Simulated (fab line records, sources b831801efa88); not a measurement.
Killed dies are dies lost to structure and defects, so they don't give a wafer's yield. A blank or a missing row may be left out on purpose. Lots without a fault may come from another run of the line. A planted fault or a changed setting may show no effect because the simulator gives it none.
Which tool did it? | flow gf180mcu | 11 lots, 33 wafers sampled, at 5 steps of a route of 602

WHAT THE GAUGES READ, wafer by wafer
GF_PSD_RS_MEAS_14: measures by four-point-probe.
lot  | measured     | on            | NSD_RS (ohm/sq)
L497 | day 15 22:03 | film_metro-03 | 46.07 46.00 46.01
L499 | day 16 17:02 | film_metro-04 | 46.05 45.97 45.94
L506 | day 19 02:53 | film_metro-04 | 49.81 49.87 49.94 49.90 49.86 49.76
L508 | day 19 19:31 | film_metro-01 | 49.68 49.72 49.75 49.73 49.73 49.92
L512 | day 21 04:50 | film_metro-03 | 45.99 45.90 45.89
L514 | day 21 23:16 | film_metro-01 | 45.94 45.99 45.94
L515 | day 22 01:35 | film_metro-03 | 45.98 46.00 45.95
L516 | day 22 06:47 | film_metro-01 | 45.89 45.98 45.85
L517 | day 22 15:34 | film_metro-04 | 45.94 45.97 46.07
L518 | day 23 00:46 | film_metro-01 | 46.05 45.99 45.92
L520 | day 23 14:29 | film_metro-04 | 46.12 45.98 45.96

GF_SALICIDE_THK_MEAS_05: measures by xrf.
lot  | measured     | on            | SALICIDE_TIN_THK (nm)
L497 | day 16 22:35 | film_metro-01 | 20.05 20.12 20.18
L499 | day 17 17:44 | film_metro-01 | 19.71 19.77 19.43
L512 | day 22 06:29 | film_metro-02 | 19.77 20.00 20.05
L514 | day 23 00:34 | film_metro-02 | 19.92 19.70 19.72
L515 | day 23 02:26 | film_metro-02 | 20.02 19.83 20.14
L516 | day 23 07:53 | film_metro-01 | 19.59 19.68 19.69
L517 | day 23 16:26 | film_metro-04 | 19.52 19.49 19.74
L518 | day 24 01:20 | film_metro-01 | 19.75 19.87 19.87
L520 | day 24 14:49 | film_metro-01 | 19.89 19.84 19.96

GF_CONTACT_CD_MEAS_14: target cd 220 nm.
lot  | measured     | on        | cd_nm (nm)
L497 | day 17 23:02 | cd_sem-02 | 219.7 220.4 219.8
L499 | day 18 18:43 | cd_sem-01 | 219.7 218.5 218.8
L512 | day 23 06:44 | cd_sem-02 | 216.9 219.0 220.2
L514 | day 24 01:49 | cd_sem-01 | 221.3 221.5 222.9
L515 | day 24 03:17 | cd_sem-02 | 221.7 222.2 222.0
L516 | day 24 08:34 | cd_sem-01 | 220.5 220.7 219.9
L517 | day 24 16:52 | cd_sem-02 | 219.1 219.8 219.5
L518 | day 25 01:01 | cd_sem-02 | 221.2 221.5 222.5
L520 | day 25 14:46 | cd_sem-02 | 219.6 220.8 221.1

WHICH TOOL RAN EACH LOT (tool, then ch and the chambers of the sampled wafers, then the start)
lot  | GF_NSD_IMPLANT_09               | GF_NSD_STRIP_11
L497 | implanter-02 ch 0, day 14 22:01 | plasma_asher-03 ch 0,1, day 14 22:18
L499 | implanter-04 ch 0, day 15 17:25 | plasma_asher-04 ch 0,1, day 15 17:43
L506 | implanter-02 ch 0, day 18 02:07 | plasma_asher-03 ch 0,1, day 18 02:25
L508 | implanter-02 ch 0, day 18 18:01 | plasma_asher-01 ch 0,1, day 18 18:19
L512 | implanter-03 ch 0, day 20 03:19 | plasma_asher-04 ch 1, day 20 03:35
L514 | implanter-03 ch 0, day 20 21:31 | plasma_asher-03 ch 0,1, day 20 21:49
L515 | implanter-03 ch 0, day 20 23:25 | plasma_asher-03 ch 0,1, day 20 23:41
L516 | implanter-04 ch 0, day 21 04:40 | plasma_asher-04 ch 0,1, day 21 04:58
L517 | implanter-02 ch 0, day 21 13:40 | plasma_asher-03 ch 0,1, day 21 13:58
L518 | implanter-02 ch 0, day 21 23:17 | plasma_asher-03 ch 0,1, day 21 23:35
L520 | implanter-02 ch 0, day 22 13:34 | plasma_asher-04 ch 0,1, day 22 13:52
- GF_NSD_IMPLANT_09
- GF_NSD_STRIP_11: strips in O2/N2.

WHAT THE TOOLS THEMSELVES READ (means of the sampled wafers that have a number; where no wafer has one, the mark that the record gives instead)
GF_NSD_IMPLANT_09.
lot  | tool         | beam_energy_keV | beam_on_s (s) | dose_ions_cm2
L497 | implanter-02 | 60.624          | 18.1          | 4e+15
L499 | implanter-04 | 60.643          | 17.2          | 4e+15
L506 | implanter-02 | 60.639          | 11.3          | 2e+15
L508 | implanter-02 | 60.650          | 11.6          | 2e+15
L512 | implanter-03 | 60.611          | 21.3          | 4e+15
L514 | implanter-03 | 60.656          | 21.5          | 4e+15
L515 | implanter-03 | 60.622          | 21.6          | 4e+15
L516 | implanter-04 | 60.628          | 17.3          | 4e+15
L517 | implanter-02 | 60.652          | 18.0          | 4e+15
L518 | implanter-02 | 60.638          | 17.7          | 4e+15
L520 | implanter-02 | 60.644          | 18.6          | 4e+15

GF_NSD_STRIP_11.
lot  | tool            | drypump_motor_current_A (A) | heater_power_w (W) | oes_product_au (a.u.) | platen_temp_c (C) | strip_time_to_endpoint_s (s)
L497 | plasma_asher-03 | 6.3                         | 299                | 0.484                 | 250.04            | 23.01
L499 | plasma_asher-04 | 5.7                         | 339                | 0.487                 | 250.03            | 22.96
L506 | plasma_asher-03 | 6.1                         | 302                | 0.503                 | 250.02            | 21.16
L508 | plasma_asher-01 | 5.2                         | 312                | 0.508                 | 249.91            | 21.20
L512 | plasma_asher-04 | 5.7                         | 315                | 0.487                 | 250.17            | 22.99
L514 | plasma_asher-03 | 6.3                         | 297                | 0.485                 | 249.97            | 22.98
L515 | plasma_asher-03 | 6.3                         | 297                | 0.482                 | 250.06            | 22.99
L516 | plasma_asher-04 | 5.7                         | 357                | 0.483                 | 250.02            | 23.02
L517 | plasma_asher-03 | 6.3                         | 299                | 0.478                 | 250.08            | 22.97
L518 | plasma_asher-03 | 6.1                         | 296                | 0.486                 | 249.92            | 23.00
L520 | plasma_asher-04 | 5.7                         | 341                | 0.483                 | 249.99            | 22.97

THE ANSWER, worked out from the rows above alone
Rule: what is usual is taken from the lots themselves. Put in order of their means at a reading, lots are off if they are a third of the lots or fewer, leave a main group of 4 or more, and stand apart from it by a gap of 3 or more times the standard deviation of the main group's means; of several such gaps the widest counts. A main group whose means are all the same, to the digits that the tables above print for the reading, isn't used. A lot without any number at a reading at which 4 lots or more have one is off too. The other lots that the step has rows for count as sound. The gauges are gone through in route order, then the tools' own readings, and for those a lot's mean is taken as printed above. The first step at which some lot is off is used, and at that step the reading that is off furthest; a lot without a number counts as furthest.
Off: L506, L508, at GF_PSD_RS_MEAS_14 (NSD_RS). The main group: mean 45.98 ohm/sq, standard deviation 0.037.
A tool fits if, at a process step before that reading, it ran every lot that is off, and no sound lot after the first of them. The gauges at GF_PSD_RS_MEAS_14 aren't tried: what is off there is off at GF_NSD_IMPLANT_09 too, on other tools, and a gauge's error can't cause that. None of those tried fits.

WHAT THE SIMULATOR HAD PUT IN
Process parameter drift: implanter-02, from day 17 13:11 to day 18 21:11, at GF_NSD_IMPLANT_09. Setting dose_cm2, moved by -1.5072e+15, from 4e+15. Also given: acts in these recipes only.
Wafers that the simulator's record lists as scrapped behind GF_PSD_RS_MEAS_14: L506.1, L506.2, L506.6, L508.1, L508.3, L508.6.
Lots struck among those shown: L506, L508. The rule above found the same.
